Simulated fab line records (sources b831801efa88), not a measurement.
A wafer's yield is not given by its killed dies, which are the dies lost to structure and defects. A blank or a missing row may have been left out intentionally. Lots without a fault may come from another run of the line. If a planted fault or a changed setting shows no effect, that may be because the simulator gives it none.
fab line records	flow sky130
record: lots: 6	wafers: 18	last_day: 50
route steps=708 shown CONTACT@424 METAL1@434 PAD_OPEN@708
lots untouched by any fault: they come from a run of this same line in which no faults occurred
start_h: hours from the record's opening day to when the first of the lot's shown wafers began	wait_h: time in hours since the lot's previous step	" unchanged from the row above	L1.1+2: several wafers, shown together as one row	- value missing, or start not given	* or withheld: withheld	< > ~ a bound
route shown NAME@n: NAME is a module with steps in the file, n the number in the route of the first one	usual: mean/standard deviation of fault-free wafers	same: alike in all rows	chamber/n: place in a boat	sites: readings site by site	_std_site: standard deviation of those values	_edge_site: mean of outer sites minus mean of inner sites	radius_mm: how far each site lies from the wafer's centre	mask NAME#n: copy n	behind: the last tool/chamber to shape the wafer	hold: why the lot was held/for how many hours/how that ended	device: whichever transistor did not switch (one of n, p or np)	end of line: at the end of the route, the tests of the same wafers	a step given without rows: its recipe and nothing more	killed: at the first sort, the dies lost to defects and structure; wafer yield is something else	map: per-die view of a wafer (x killed, . not killed, _ where there is no die)
set.NAME: the run value of the setting; set.NAME@STEP: its run value at that earlier step	model.NAME: the simulator's own value behind a step, which no gauge read
lots seen at some steps along the route; tables by step, rows by wafer
services: a tool's chamber out of use, with start hour (start_h, from the record's first day; less than 0 if before it), hours out, and reason
== steps ==
step: SKY_CONTACT_ETCH_18
recipe: target: Si3N4	chemistry: CHF3/O2	stop_on: TiN	source_w: 600	bias_w: 200	pressure_mtorr: 40	chf3_flow_sccm: 50	O2_flow_sccm: 5	time_s: 39	target_depth_a: 750
usual: O2_flow_sccm: 5.000/0.015	drypump_motor_current_A: 5.4/0.35	oes_product_au: 0.854/0.0074	throttle_valve_pct: 8.794/0.0087
lot.wafer	tool	chamber	start_h	wait_h	O2_flow_sccm	drypump_motor_current_A	oes_product_au	rf_hours_counter_h	throttle_valve_pct
L799.1	rie_diel-04	1	-	-	5.004	5.7	0.854	7	8.780
L799.2	"	0	"	"	4.996	5.5	0.848	1	8.787
L799.3	"	3	"	"	4.984	5.8	0.844	4	8.780
L803.2	rie_diel-02	2	-	-	4.987	5.6	0.850	7	8.791
L803.4	"	1	"	"	5.009	5.9	0.849	40	8.794
L803.6	"	0	"	"	4.993	5.6	0.857	-	8.784
L807.1	rie_diel-03	3	-	-	4.994	5.9	0.837	15	8.797
L807.3	"	2	"	"	4.996	5.6	0.846	6	8.786
L807.4	"	0	"	"	4.996	4.9	0.846	5	8.810
L812.1	rie_diel-04	2	-	-	5.004	5.0	0.856	13	8.797
L812.2	"	3	"	"	5.024	5.8	0.843	8	8.779
L812.5	"	2	"	"	4.990	5.0	0.856	-	8.773
L814.1	rie_diel-03	2	-	-	4.992	5.6	0.851	8	8.787
L814.2	"	3	"	"	5.016	5.9	0.852	16	8.808
L814.3	"	1	"	"	5.005	4.9	0.856	22	8.797
L817.2	rie_diel-03	0	-	-	5.009	4.9	0.852	8	8.790
L817.4	"	1	"	"	5.013	5.0	0.857	24	8.800
L817.5	"	2	"	"	5.032	5.5	0.854	-	8.795
step: SKY_CONTACT_STRIP_19
recipe: chemistry: O2/N2	power_w: 1400	pressure_mtorr: 1500	platen_temp_c: withheld	o2_flow_sccm: 3000	n2_flow_sccm: 300	overash_fraction: 0.5
step: SKY_CONTACT_STRIP_20
recipe: chemistry: post_etch_residue_remover	time_s: 1200	temp_c: 72.5
step: SKY_CONTACT_CLEAN_21
recipe: chemistry: IPA	time_s: 180	temp_c: 25
step: SKY_CONTACT_CLEAN_22
recipe: chemistry: O3/DIW	dry: n2_spin
step: SKY_CONTACT_SPUTTER_23
recipe: material: TiN	target_thk_nm: 20	chamber_pressure_pa: 5	power_w: 4000	time_s: 80
step: SKY_CONTACT_CVD_24
recipe: material: W	target_thk_nm: 340	time_s: 102.12	temp_c: 400	pressure_torr: 40
usual: heater_power_w: 852/25
lot.wafer	tool	chamber	start_h	wait_h	heater_power_w
L799.1	cvd_w-02	1	757.37	0.0	827
L799.2	"	0	"	"	848
L799.3	"	0	"	"	865
L803.2	cvd_w-01	0	791.94	0.0	825
L803.4	"	0	"	"	841
L803.6	"	1	"	"	864
L807.1	cvd_w-02	1	817.20	0.0	833
L807.3	"	0	"	"	842
L807.4	"	1	"	"	836
L812.1	cvd_w-02	0	863.17	0.0	862
L812.2	"	1	"	"	805
L812.5	"	0	"	"	874
L814.1	cvd_w-02	0	865.24	0.0	843
L814.2	"	1	"	"	844
L814.3	"	1	"	"	831
L817.2	cvd_w-01	0	898.71	0.0	825
L817.4	"	1	"	"	884
L817.5	"	0	"	"	812
step: SKY_CONTACT_RS_MEAS_25
recipe: thk_meas_gauge: four-point-probe	reads: W_of_CONTACT_CVD_24+TiN_of_CONTACT_SPUTTER_23
usual: CONTACT_W_RS: 0.337/0.0088
lot.wafer	tool	chamber	start_h	wait_h	CONTACT_W_RS[ohm/sq]
L799.1	film_metro-02	-	757.48	0.1	0.323
L799.2	"	-	"	"	0.340
L799.3	"	-	"	"	0.341
L803.2	film_metro-04	-	792.07	0.1	0.340
L803.4	"	-	"	"	0.343
L803.6	"	-	"	"	0.345
L807.1	film_metro-01	-	817.31	0.1	0.319
L807.3	"	-	"	"	0.337
L807.4	"	-	"	"	0.321
L812.1	film_metro-01	-	863.28	0.1	0.341
L812.2	"	-	"	"	0.325
L812.5	"	-	"	"	0.342
L814.1	film_metro-01	-	865.35	0.1	0.340
L814.2	"	-	"	"	0.324
L814.3	"	-	"	"	0.324
L817.2	film_metro-02	-	898.84	0.1	0.341
L817.4	"	-	"	"	0.341
L817.5	"	-	"	"	0.341
step: SKY_CONTACT_THK_MEAS_26
recipe: thk_meas_gauge: xrf	reads: W_of_CONTACT_CVD_24
usual: CONTACT_W_THK: 349/10
lot.wafer	tool	chamber	start_h	wait_h	CONTACT_W_THK[nm]
L799.1	film_metro-02	-	757.60	0.1	369
L799.2	"	-	"	"	350
L799.3	"	-	"	"	348
L803.2	film_metro-04	-	792.18	0.1	343
L803.4	"	-	"	"	343
L803.6	"	-	"	"	341
L807.1	film_metro-01	-	817.43	0.1	365
L807.3	"	-	"	"	346
L807.4	"	-	"	"	364
L812.1	film_metro-01	-	863.40	0.1	345
L812.2	"	-	"	"	363
L812.5	"	-	"	"	344
L814.1	film_metro-01	-	865.47	0.1	346
L814.2	"	-	"	"	363
L814.3	"	-	"	"	362
L817.2	film_metro-02	-	898.95	0.1	344
L817.4	"	-	"	"	343
L817.5	"	-	"	"	345
step: SKY_CONTACT_CMP_27
recipe: stop_on: SiO2	t_overpolish_s: 15	down_force_psi: 3.5	platen_rpm: 60	target_thk_nm: 0	pad_velocity_m_s: 0.94248
step: SKY_METAL1_SPUTTER_00
recipe: material: Ti	target_thk_nm: 15	power_w: 3000	time_s: 10	chamber_pressure_pa: 0.4
step: SKY_METAL1_SPUTTER_01
recipe: material: TiN	target_thk_nm: 20	power_w: 6500	time_s: 16.7	chamber_pressure_pa: 0.4
step: SKY_METAL1_SPUTTER_02
recipe: material: AlCu	target_thk_nm: 250	power_w: 10600	time_s: 13.3	chamber_pressure_pa: 0.4
usual: cathode_dc_power_W: 10600/1.8	throttle_valve_pct: 30.1/1.3
lot.wafer	tool	chamber	start_h	wait_h	cathode_dc_power_W	throttle_valve_pct	model.AlCu_of_METAL1_SPUTTER_02.thk_nm
L799.1	pvd_sputter-01	-	759.77	0.0	10603	32.1	250
L799.2	"	-	"	"	10601	27.4	245.5
L799.3	"	-	"	"	10600	30.1	247
L803.2	pvd_sputter-02	-	792.71	0.0	13095	30.9	310.3
L803.4	"	-	"	"	13098	30.8	307.7
L803.6	"	-	"	"	13098	30.0	308.1
L807.1	pvd_sputter-02	-	817.83	0.0	13097	30.9	313.6
L807.3	"	-	"	"	13098	29.7	309.6
L807.4	"	-	"	"	13097	31.1	314.3
L812.1	pvd_sputter-04	-	863.81	0.0	10600	29.7	250.9
L812.2	"	-	"	"	10601	29.6	248.2
L812.5	"	-	"	"	10601	30.6	247.3
L814.1	pvd_sputter-04	-	865.88	0.0	10599	28.6	247.3
L814.2	"	-	"	"	10602	29.4	249.4
L814.3	"	-	"	"	10598	30.4	246.7
L817.2	pvd_sputter-02	-	899.35	0.0	10598	29.7	250.7
L817.4	"	-	"	"	10599	30.1	252.5
L817.5	"	-	"	"	10603	30.2	250.6
step: SKY_METAL1_SPUTTER_03
recipe: material: Ti	target_thk_nm: 5	power_w: 3000	time_s: 3.3	chamber_pressure_pa: 0.4
usual: cathode_dc_power_W: 3000.0/0.57	throttle_valve_pct: 30.1/1.3
lot.wafer	tool	chamber	start_h	wait_h	cathode_dc_power_W	throttle_valve_pct
L799.1	pvd_sputter-01	-	759.79	0.0	3000.9	31.8
L799.2	"	-	"	"	2999.8	27.0
L799.3	"	-	"	"	3000.8	29.7
L803.2	pvd_sputter-02	-	792.73	0.0	2999.8	30.8
L803.4	"	-	"	"	2999.4	30.9
L803.6	"	-	"	"	3000.2	30.0
L807.1	pvd_sputter-02	-	817.86	0.0	2999.9	31.1
L807.3	"	-	"	"	3001.8	30.0
L807.4	"	-	"	"	2999.6	30.8
L812.1	pvd_sputter-04	-	863.83	0.0	2999.6	29.8
L812.2	"	-	"	"	3000.5	29.4
L812.5	"	-	"	"	2999.0	30.6
L814.1	pvd_sputter-04	-	865.90	0.0	2999.5	28.7
L814.2	"	-	"	"	3000.6	29.5
L814.3	"	-	"	"	3000.1	30.2
L817.2	pvd_sputter-02	-	899.37	0.0	2999.6	30.0
L817.4	"	-	"	"	3000.4	30.3
L817.5	"	-	"	"	3001.1	30.5
step: SKY_METAL1_SPUTTER_04
recipe: material: TiN	target_thk_nm: 70	power_w: 6500	time_s: 58.3	chamber_pressure_pa: 0.4
usual: cathode_dc_power_W: 6499.9/1.1	throttle_valve_pct: 30.1/1.3
lot.wafer	tool	chamber	start_h	wait_h	cathode_dc_power_W	throttle_valve_pct
L799.1	pvd_sputter-01	-	759.81	0.0	6499.8	32.0
L799.2	"	-	"	"	6500.3	27.0
L799.3	"	-	"	"	6499.6	29.9
L803.2	pvd_sputter-02	-	792.75	0.0	6499.8	31.0
L803.4	"	-	"	"	6499.6	30.6
L803.6	"	-	"	"	6500.6	30.0
L807.1	pvd_sputter-02	-	817.88	0.0	6500.1	30.9
L807.3	"	-	"	"	6499.1	29.8
L807.4	"	-	"	"	6500.3	30.9
L812.1	pvd_sputter-04	-	863.85	0.0	6498.9	29.9
L812.2	"	-	"	"	6500.5	29.4
L812.5	"	-	"	"	6500.9	30.7
L814.1	pvd_sputter-04	-	865.92	0.0	6500.1	28.8
L814.2	"	-	"	"	6498.3	29.5
L814.3	"	-	"	"	6500.5	30.5
L817.2	pvd_sputter-02	-	899.39	0.0	6499.8	29.7
L817.4	"	-	"	"	6501.5	30.3
L817.5	"	-	"	"	6498.1	30.2
step: SKY_METAL1_RS_MEAS_05
recipe: thk_meas_gauge: four-point-probe	reads: TiN_of_METAL1_SPUTTER_04+Ti_of_METAL1_SPUTTER_03+AlCu_of_METAL1_SPUTTER_02+TiN_of_METAL1_SPUTTER_01+Ti_of_METAL1_SPUTTER_00
usual: METAL1_ALCU_RS: 0.1269/0.0014
lot.wafer	tool	chamber	start_h	wait_h	METAL1_ALCU_RS[ohm/sq]
L799.1	film_metro-03	-	759.86	0.0	0.1269
L799.2	"	-	"	"	0.1294
L799.3	"	-	"	"	0.1286
L803.2	film_metro-03	-	792.82	0.0	0.1017
L803.4	"	-	"	"	0.1025
L803.6	"	-	"	"	0.1023
L807.1	film_metro-02	-	817.93	0.0	0.1006
L807.3	"	-	"	"	0.1015
L807.4	"	-	"	"	0.1002
L812.1	film_metro-02	-	863.90	0.0	0.1262
L812.2	"	-	"	"	0.1278
L812.5	"	-	"	"	0.1280
L814.1	film_metro-04	-	865.97	0.0	0.1282
L814.2	"	-	"	"	0.1270
L814.3	"	-	"	"	0.1288
L817.2	film_metro-03	-	899.46	0.0	0.1264
L817.4	"	-	"	"	0.1260
L817.5	"	-	"	"	0.1267
step: SKY_METAL1_THK_MEAS_06
recipe: thk_meas_gauge: xrf	reads: AlCu_of_METAL1_SPUTTER_02
usual: METAL1_ALCU_THK: 252/3.2
lot.wafer	tool	chamber	start_h	wait_h	METAL1_ALCU_THK[nm]
L799.1	film_metro-03	-	759.98	0.1	252
L799.2	"	-	"	"	249
L799.3	"	-	"	"	249
L803.2	film_metro-03	-	792.93	0.1	312
L803.4	"	-	"	"	310
L803.6	"	-	"	"	311
L807.1	film_metro-02	-	818.05	0.1	316
L807.3	"	-	"	"	313
L807.4	"	-	"	"	319
L812.1	film_metro-02	-	864.02	0.1	252
L812.2	"	-	"	"	250
L812.5	"	-	"	"	250
L814.1	film_metro-04	-	866.09	0.1	250
L814.2	"	-	"	"	252
L814.3	"	-	"	"	247
L817.2	film_metro-03	-	899.57	0.1	254
L817.4	"	-	"	"	257
L817.5	"	-	"	"	252
step: SKY_METAL1_DEHYDRATE_07
recipe: temp_c: 200	time_s: 60
step: SKY_METAL1_HMDS_08
recipe: prime_time_s: 60	prime_temp_c: 120
step: SKY_METAL1_COAT_09
recipe: resist: BARC	temp_c: withheld	time_s: withheld	spin_rpm: 3000	resist_thk_nm: 60
step: SKY_METAL1_COAT_10
recipe: resist: KrF-thick	spin_rpm: 3000	resist_thk_nm: 450
step: SKY_METAL1_SOFTBAKE_11
recipe: temp_c: 99.36	time_s: 90	resist: KrF-thick
step: SKY_METAL1_EXPOSE_12
recipe: mask_id: MM1	na: 0.8	source_shape: annular	sigma_inner: 0.55	sigma_outer: 0.85	target_cd_nm: 140	dose_mj: 28
step: SKY_METAL1_PEB_13
recipe: peb_temp_c: withheld	peb_time_s: withheld	resist: KrF-thick
step: SKY_METAL1_DEVELOP_14
recipe: develop_time_s: 60	resist: KrF-thick	dev_temp_c: 21
step: SKY_METAL1_CD_MEAS_15
recipe: target_cd_nm: 140
usual: cd_nm: 140.4/1.5
lot.wafer	tool	chamber	start_h	wait_h	cd_nm
L799.1	cd_sem-02	-	786.33	-	140.3
L799.2	"	-	"	"	140.8
L799.3	"	-	"	"	139.9
L803.2	cd_sem-01	-	819.59	-	138.7
L803.4	"	-	"	"	141.1
L803.6	"	-	"	"	142.2
L807.1	cd_sem-01	-	844.62	-	139.9
L807.3	"	-	"	"	138.8
L807.4	"	-	"	"	140.9
L812.1	cd_sem-02	-	889.77	-	140.8
L812.2	"	-	"	"	139.1
L812.5	"	-	"	"	140.8
L814.1	cd_sem-02	-	891.73	-	142.0
L814.2	"	-	"	"	140.8
L814.3	"	-	"	"	141.7
L817.2	cd_sem-01	-	924.54	-	140.1
L817.4	"	-	"	"	141.1
L817.5	"	-	"	"	140.3
step: SKY_METAL1_OVL_MEAS_16
usual: METAL1_OVL: 0/5.3
lot.wafer	tool	chamber	start_h	wait_h	METAL1_OVL[nm]
L799.1	overlay-02	-	786.45	0.1	5
L799.2	"	-	"	"	2
L799.3	"	-	"	"	-5
L803.2	overlay-01	-	819.70	0.1	-4
L803.4	"	-	"	"	-3
L803.6	"	-	"	"	5
L807.1	overlay-02	-	844.74	0.1	-6
L807.3	"	-	"	"	-3
L807.4	"	-	"	"	-1
L812.1	overlay-02	-	889.89	0.1	3
L812.2	"	-	"	"	10
L812.5	"	-	"	"	14
L814.1	overlay-01	-	891.85	0.1	-3
L814.2	"	-	"	"	-4
L814.3	"	-	"	"	4
L817.2	overlay-01	-	924.65	0.1	1
L817.4	"	-	"	"	0
L817.5	"	-	"	"	8
step: SKY_METAL1_DESCUM_17
recipe: chemistry: O2	source_power_w: 150	bias_power_w: 0	pressure_mtorr: 10	temp_c: 40	time_s: 8
step: SKY_METAL1_ETCH_18
recipe: chemistry: N2/H2	target: BARC	ion_energy_ev: 200	bias_w: 100	pressure_mtorr: 30	n2_flow_sccm: 100	h2_flow_sccm: 200	icp_w: 500	stop_on: SiO2	time_s: 45.9	target_depth_a: 600
usual: drypump_motor_current_A: 6.0/0.53	oes_product_au: 0.853/0.0048	throttle_valve_pct: 13.224/0.008
lot.wafer	tool	chamber	start_h	wait_h	drypump_motor_current_A	oes_product_au	rf_hours_counter_h	throttle_valve_pct
L799.1	rie_metal-04	0	786.55	0.1	5.3	0.853	5	13.232
L799.2	"	0	"	"	5.3	0.854	-	13.223
L799.3	"	0	"	"	5.3	0.854	-	13.232
L803.2	rie_metal-02	1	819.76	0.0	5.8	0.848	1	13.220
L803.4	"	1	"	"	5.8	0.854	-	13.223
L803.6	"	0	"	"	6.8	0.845	-	13.221
L807.1	rie_metal-02	0	844.81	0.0	6.7	0.844	6	13.230
L807.3	"	1	"	"	5.7	0.854	-	13.226
L807.4	"	0	"	"	6.8	0.865	-	13.230
L812.1	rie_metal-04	0	889.96	0.0	5.3	0.851	10	13.224
L812.2	"	1	"	"	6.1	0.855	5	13.218
L812.5	"	1	"	"	6.1	0.850	-	13.234
L814.1	rie_metal-02	0	891.92	0.0	6.7	0.850	9	13.211
L814.2	"	1	"	"	5.8	0.847	4	13.216
L814.3	"	1	"	"	5.8	0.850	-	13.227
L817.2	rie_metal-04	1	924.71	0.0	6.1	0.856	7	13.224
L817.4	"	1	"	"	6.1	0.852	-	13.213
L817.5	"	1	"	"	6.1	0.852	-	13.232
step: SKY_METAL1_METAL_ETCH_19
recipe: target_depth_a: 3600	stop_on: SiO2	over_etch_frac: 0.3	time_s: 78	chemistry: Cl2/BCl3	resist_sidewall_deg: 88	pressure_mtorr: 10	icp_w: 900	bias_w: 48.5	Cl2_flow_sccm: 60	bcl3_flow_sccm: 30
usual: drypump_motor_current_A: 6.0/0.53	mfc_cl2_sccm: 60.01/0.19	oes_product_au: 0.855/0.0059	throttle_valve_pct: 22.264/0.0087
lot.wafer	tool	chamber	start_h	wait_h	drypump_motor_current_A	mfc_cl2_sccm	oes_product_au	rf_hours_counter_h	throttle_valve_pct
L799.1	rie_metal-04	0	786.68	0.1	5.3	60.22	0.845	6	22.284
L799.2	"	0	"	"	5.3	60.02	0.847	-	22.260
L799.3	"	0	"	"	5.3	60.18	0.850	-	22.263
L803.2	rie_metal-02	1	819.82	0.0	5.8	60.16	0.891	1	22.265
L803.4	"	1	"	"	5.8	60.04	0.886	-	22.262
L803.6	"	0	"	"	6.7	60.31	0.884	-	22.256
L807.1	rie_metal-02	0	844.87	0.0	6.8	59.53	0.892	6	22.258
L807.3	"	1	"	"	5.8	59.97	0.880	-	22.271
L807.4	"	0	"	"	6.8	59.73	0.890	-	22.264
L812.1	rie_metal-04	0	890.03	0.0	5.3	60.13	0.853	10	22.276
L812.2	"	1	"	"	6.1	59.94	0.853	5	22.279
L812.5	"	1	"	"	6.1	60.11	0.856	-	22.258
L814.1	rie_metal-02	0	891.98	0.0	6.8	60.05	0.857	9	22.246
L814.2	"	1	"	"	5.8	60.26	0.853	4	22.267
L814.3	"	1	"	"	5.8	59.95	0.858	-	22.252
L817.2	rie_metal-04	1	924.78	0.0	6.1	59.59	0.861	7	22.268
L817.4	"	1	"	"	6.1	59.63	0.852	-	22.272
L817.5	"	1	"	"	6.1	59.60	0.852	-	22.258
step: SKY_METAL1_STRIP_20
recipe: chemistry: O2/N2	power_w: 1400	pressure_mtorr: 1500	platen_temp_c: withheld	o2_flow_sccm: 3000	n2_flow_sccm: 300	overash_fraction: 0.5
step: SKY_PAD_OPEN_PROBE_99
usual: defect_limited_yield: 82.6/1.9	killed_at_M0_to_M3: 43/7.2	killed_at_M4_up: 3.5/2	killed_at_contacts: 24/5.2	killed_at_front_end: 15/4.4	killed_at_other: 0.2/0.48	killed_dies: 85/9.4	killed_open: 46/7.3	killed_short: 39/6.1	sort_bin_3_pad_short: 0.8/0.37	sort_bin_5_function: 10.2/1.4	sort_bin_6_memory: 6.3/1.1	sort_n_pass: 407/9.4	sort_yield_pct: 82.6/1.9
same: gross_dies: 492	killed_at_back_side: 0	sort_bin_4_leakage[%]: 0	sort_bin_8_speed[%]: 0
lot.wafer	tool	chamber	start_h	wait_h	defect_limited_yield[%]	killed_at_M0_to_M3	killed_at_M4_up	killed_at_contacts	killed_at_front_end	killed_at_other	killed_dies	killed_open	killed_short	sort_bin_3_pad_short[%]	sort_bin_5_function[%]	sort_bin_6_memory[%]	sort_n_pass	sort_yield_pct[%]	model.etest.met1.line_ohm_um	model.etest.met1.rs_ohm_sq
L799.1	prober-01	-	1097.72	0.1	81.9	34	2	31	22	0	89	42	47	1.0	10.2	6.9	403	81.9	0.9319	0.1284
L799.2	prober-01	-	1097.77	0.1	85.2	38	6	18	11	0	73	40	33	0.8	9.3	4.7	419	85.2	0.9661	0.1307
L799.3	prober-01	-	1097.82	0.2	82.7	40	4	20	21	0	85	42	43	0.6	11.2	5.5	407	82.7	0.9382	0.1299
L803.4	prober-01	-	1116.23	0.2	77.0	55	5	34	17	2	113	55	54	1.0	15.9	6.1	379	77.0	0.7352	0.104
L803.6	prober-01	-	1116.33	0.2	83.7	39	3	21	17	0	80	46	33	0.6	10.4	5.3	412	83.7	0.7578	0.1034
L807.1	prober-02	-	1136.24	0.1	84.8	39	3	25	8	0	75	38	37	1.0	8.5	5.7	417	84.8	0.7213	0.1013
L807.3	prober-02	-	1136.34	0.2	79.1	58	2	22	21	0	103	59	38	0.8	12.4	7.7	389	79.1	0.7246	0.1026
L807.4	prober-02	-	1136.39	0.2	84.1	48	2	18	10	0	78	49	29	1.0	8.9	5.9	414	84.1	0.7393	0.1019
L812.1	prober-01	-	1166.58	0.1	84.3	33	5	28	11	0	77	55	22	0.2	10.8	4.7	415	84.3	0.8947	0.1273
L812.2	prober-01	-	1166.63	0.1	82.1	47	1	20	20	0	88	43	45	1.0	11.2	5.7	404	82.1	0.8836	0.1278
L812.5	prober-01	-	1166.78	0.2	82.3	38	2	28	19	0	87	43	43	0.6	11.0	6.1	405	82.3	0.9269	0.1304
L814.1	prober-02	-	1169.61	0.1	85.6	35	3	18	15	0	71	38	33	0.6	10.6	3.3	421	85.6	0.9151	0.1298
L814.2	prober-02	-	1169.66	0.1	81.1	47	4	25	17	0	93	54	39	0.6	10.8	7.5	399	81.1	0.9229	0.1283
L814.3	prober-02	-	1169.71	0.2	80.3	52	4	21	20	0	97	54	43	0.6	11.8	7.3	395	80.3	0.9172	0.1303
L817.2	prober-02	-	1192.32	0.1	80.1	52	4	32	10	0	98	64	34	0.8	12.4	6.7	394	80.1	0.8974	0.1278
L817.4	prober-02	-	1192.42	0.2	79.7	47	8	26	18	1	100	52	48	1.2	11.4	7.7	392	79.7	0.8828	0.1283
L817.5	prober-02	-	1192.47	0.2	81.9	47	2	17	23	0	89	44	45	1.0	12.2	4.9	403	81.9	0.9206	0.1291
killed by level:class
L799.1 CONTACT:geometric_particle:open=12 CONTACT:geometric_particle:short=8 VIA3:geometric_particle:open=8 POLY_GATE:geometric_particle:short=7 VIA1:geometric_particle:open=7 FIELD_ISO:geometric_particle:open=5 LI_CONTACT:geometric_particle:open=5 LOCAL_INTERCONNECT:geometric_particle:short=4
L799.2 VIA1:geometric_particle:open=9 VIA2:geometric_particle:open=7 CONTACT:geometric_particle:open=6 METAL2:geometric_particle:short=6 FIELD_ISO:geometric_particle:open=4 POLY_GATE:geometric_particle:open=4 CONTACT:geometric_particle:short=4 VIA3:geometric_particle:short=4
L799.3 VIA1:geometric_particle:open=9 CONTACT:geometric_particle:open=7 METAL1:geometric_particle:short=6 METAL3:geometric_particle:short=6 FIELD_ISO:geometric_particle:open=5 FIELD_ISO:geometric_particle:short=5 POLY_GATE:geometric_particle:open=5 LOCAL_INTERCONNECT:geometric_particle:short=5
L803.4 VIA1:geometric_particle:open=14 CONTACT:geometric_particle:open=11 LI_CONTACT:geometric_particle:open=9 VIA3:geometric_particle:open=8 VIA1:geometric_particle:short=7 CONTACT:geometric_particle:short=7 POLY_GATE:geometric_particle:short=6 METAL1:geometric_particle:short=6
L803.6 VIA2:geometric_particle:open=9 LI_CONTACT:geometric_particle:open=8 FIELD_ISO:geometric_particle:short=6 VIA3:geometric_particle:open=6 CONTACT:geometric_particle:short=6 VIA1:geometric_particle:open=6 LOCAL_INTERCONNECT:geometric_particle:short=4 METAL1:geometric_particle:short=4
L807.1 CONTACT:geometric_particle:open=10 VIA3:geometric_particle:open=8 METAL1:geometric_particle:short=5 CONTACT:geometric_particle:short=5 VIA1:geometric_particle:open=5 METAL2:geometric_particle:short=5 LI_CONTACT:geometric_particle:open=4 VIA3:geometric_particle:short=4
L807.3 VIA1:geometric_particle:open=18 CONTACT:geometric_particle:short=6 CONTACT:geometric_particle:open=6 VIA3:geometric_particle:open=6 FIELD_ISO:area_etch=6 LI_CONTACT:geometric_particle:open=5 METAL1:geometric_particle:open=5 METAL1:geometric_particle:short=5
L807.4 VIA1:geometric_particle:open=14 VIA2:geometric_particle:open=8 CONTACT:geometric_particle:open=8 VIA3:geometric_particle:open=7 LOCAL_INTERCONNECT:geometric_particle:short=5 METAL2:geometric_particle:short=5 POLY_GATE:geometric_particle:open=4 VIA3:geometric_particle:short=4
L812.1 LI_CONTACT:geometric_particle:open=12 VIA1:geometric_particle:open=11 CONTACT:geometric_particle:open=10 VIA2:geometric_particle:open=4 CONTACT:geometric_particle:short=4 FIELD_ISO:geometric_particle:open=3 POLY_CUT:geometric_particle:open=3 VIA1:geometric_particle:short=3
L812.2 VIA1:geometric_particle:open=13 CONTACT:geometric_particle:open=10 VIA1:geometric_particle:short=9 FIELD_ISO:geometric_particle:short=8 METAL1:geometric_particle:short=6 POLY_GATE:geometric_particle:short=5 METAL2:geometric_particle:short=5 LI_CONTACT:geometric_particle:open=4
L812.5 VIA1:geometric_particle:open=12 CONTACT:geometric_particle:open=10 POLY_GATE:geometric_particle:short=7 LOCAL_INTERCONNECT:geometric_particle:short=6 LI_CONTACT:geometric_particle:open=6 METAL1:geometric_particle:short=5 POLY_GATE:geometric_particle:open=5 CONTACT:geometric_particle:short=4
L814.1 VIA1:geometric_particle:open=9 CONTACT:geometric_particle:short=6 CONTACT:geometric_particle:open=6 VIA1:geometric_particle:short=6 VIA3:geometric_particle:open=6 METAL2:geometric_particle:short=5 FIELD_ISO:geometric_particle:open=4 LOCAL_INTERCONNECT:geometric_particle:short=4
L814.2 VIA1:geometric_particle:short=11 VIA1:geometric_particle:open=11 VIA3:geometric_particle:open=10 LI_CONTACT:geometric_particle:open=8 CONTACT:geometric_particle:open=6 POLY_GATE:geometric_particle:open=5 CONTACT:geometric_particle:short=5 VIA3:geometric_particle:short=4
L814.3 VIA1:geometric_particle:open=18 LI_CONTACT:geometric_particle:open=8 VIA3:geometric_particle:open=7 CONTACT:geometric_particle:open=6 VIA2:geometric_particle:open=6 FIELD_ISO:geometric_particle:open=5 FIELD_ISO:geometric_particle:short=5 CONTACT:geometric_particle:short=5
L817.2 LI_CONTACT:geometric_particle:open=15 VIA1:geometric_particle:open=15 METAL1:geometric_particle:short=9 VIA2:geometric_particle:open=9 VIA3:geometric_particle:open=7 CONTACT:geometric_particle:open=6 LOCAL_INTERCONNECT:geometric_particle:short=4 CONTACT:geometric_particle:short=4
L817.4 VIA1:geometric_particle:open=9 LI_CONTACT:geometric_particle:open=8 METAL1:geometric_particle:short=7 CONTACT:geometric_particle:open=7 METAL4:geometric_particle:short=7 POLY_GATE:geometric_particle:open=6 METAL2:geometric_particle:short=6 VIA3:geometric_particle:open=6
L817.5 VIA1:geometric_particle:open=9 POLY_GATE:geometric_particle:short=7 VIA2:geometric_particle:open=6 CONTACT:geometric_particle:open=6 METAL1:geometric_particle:short=6 FIELD_ISO:geometric_particle:short=5 VIA2:geometric_particle:short=5 FIELD_ISO:geometric_particle:open=4
== services ==
tool	chamber	start_h	hours	kind
rie_metal-02	0	733.98	1.9	repair
rie_metal-04	-	739.56	0.6	repair
rie_diel-04	1	744.40	9.1	repair
cvd_w-01	-	745.46	4.3	pm
rie_metal-02	1	761.79	11.8	repair
rie_metal-04	-	763.00	2.8	pm
rie_metal-04	1	782.99	12.2	repair
pvd_sputter-02	3	804.10	-	consumable_replace:kit
pvd_sputter-02	3	804.10	18.0	scheduled_down
pvd_sputter-02	3	804.10	18.0	vent_cycle
pvd_sputter-02	-	805.55	1.1	repair
rie_diel-04	1	807.96	1.3	repair
rie_diel-04	2	846.26	4.9	repair
rie_diel-04	-	849.29	0.1	repair
pvd_sputter-02	-	878.85	3.7	repair
pvd_sputter-01	-	885.11	7.9	repair
pvd_sputter-04	-	886.72	13.6	repair
rie_diel-02	3	892.39	8.7	repair
cvd_w-01	-	904.00	14.0	pm
pvd_sputter-02	2	905.14	-	consumable_replace:kit
pvd_sputter-02	2	905.14	18.0	scheduled_down
pvd_sputter-02	2	905.14	18.0	vent_cycle
cvd_w-02	-	918.00	6.0	pm
pvd_sputter-01	-	921.14	2.2	repair
== key ==
first_sign: step: SKY_METAL1_SPUTTER_02	reading: cathode_dc_power_W	direction: up	sigmas: 99+	usual: 10600	struck: 13097
effect: step: SKY_METAL1_RS_MEAS_05	reading: METAL1_ALCU_RS	direction: down	sigmas: 19	usual: 0.1269	struck: 0.1015
effect: step: SKY_METAL1_THK_MEAS_06	reading: METAL1_ALCU_THK	direction: up	sigmas: 19	usual: 252	struck: 314
effect: step: SKY_METAL1_METAL_ETCH_19	reading: oes_product_au	direction: up	sigmas: 5.6	usual: 0.855	struck: 0.887
model_effect: step: SKY_METAL1_SPUTTER_02	value: AlCu_of_METAL1_SPUTTER_02.thk_nm	without: 251.7	struck: 310.6
model_effect: step: SKY_PAD_OPEN_PROBE_99	value: etest.met1.line_ohm_um	without: 0.9138	struck: 0.7356
met_at SKY_METAL1_SPUTTER_02
struck_wafers L803.2,L803.4,L803.6,L807.1,L807.3,L807.4
fault: kind: process_parameter_drift	tool: pvd_sputter-02	chamber: -	onset_h: 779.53	steps: SKY_METAL1_SPUTTER_02	channel: power_w	offset: *	shape: step	end_h: 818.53	acts_in: *	stated: *
